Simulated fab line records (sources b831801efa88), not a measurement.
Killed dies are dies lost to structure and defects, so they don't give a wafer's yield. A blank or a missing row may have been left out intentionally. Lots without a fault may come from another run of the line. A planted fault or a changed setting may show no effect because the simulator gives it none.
Which tool is to blame? | flow sky130 | Sampling: 12 lots, 36 wafers, 2 of 708 route steps

## WHAT THE GAUGES READ, wafer by wafer
SKY_VIA1_BOW_MEAS_03.
lot  | measured     | on            | VIA1_BOW (um)
L075 | day 33 11:28 | film-metro-03 | 79 88 81
L077 | day 34 02:11 | film-metro-03 | 83 86 86
L079 | day 34 13:07 | film-metro-03 | 76 83 78
L081 | day 35 06:34 | film-metro-02 | 75 77 83
L083 | day 36 00:31 | film-metro-03 | 72 77 63
L085 | day 36 13:34 | film-metro-03 | 77 81 75
L087 | day 37 04:14 | film-metro-03 | 83 88 86
L089 | day 37 19:56 | film-metro-02 | 82 81 83
L091 | day 38 11:43 | film-metro-03 | 74 81 79
L093 | day 38 22:04 | film-metro-03 | 69 101 77
L095 | day 39 11:22 | film-metro-02 | 92 81 85
L097 | day 40 09:10 | film-metro-02 | 94 89 79

## WHICH TOOL RAN EACH LOT (tool, then ch and the chambers of the sampled wafers, then the start)
lot  | SKY_LI_CONTACT_SPUTTER_20
L075 | pvd-sputter-02, day 29 18:53
L077 | pvd-sputter-02, day 30 11:29
L079 | pvd-sputter-02, day 30 23:06
L081 | pvd-sputter-02, day 31 16:08
L083 | pvd-sputter-01, day 32 10:04
L085 | pvd-sputter-02, day 33 00:35
L087 | pvd-sputter-04, day 33 14:53
L089 | pvd-sputter-01, day 34 06:53
L091 | pvd-sputter-01, day 34 23:38
L093 | pvd-sputter-02, day 35 10:57
L095 | pvd-sputter-01, day 36 00:58
L097 | pvd-sputter-02, day 36 22:45
- SKY_LI_CONTACT_SPUTTER_20: material TiN, target thk 20 nm, time 80 s.

## THE ANSWER, worked out from the rows above alone
Rule: the lots themselves supply what counts as usual. Put in order of their means at a reading, lots are off if they are a third of the lots or fewer, leave a main group of 4 or more, and stand apart from it by a gap of 3 or more times the standard deviation of the main group's means; of several such gaps the widest counts. If all means in a main group match to the digits the tables above print for the reading, that group is not used. Also off: a lot with no number at a reading for which 4 or more lots have one. Where the step has rows for the other lots, those lots are counted as sound.
None of the lots is off at any reading shown; this tells nothing.

## WHAT HAD BEEN PUT IN BY THE SIMULATOR
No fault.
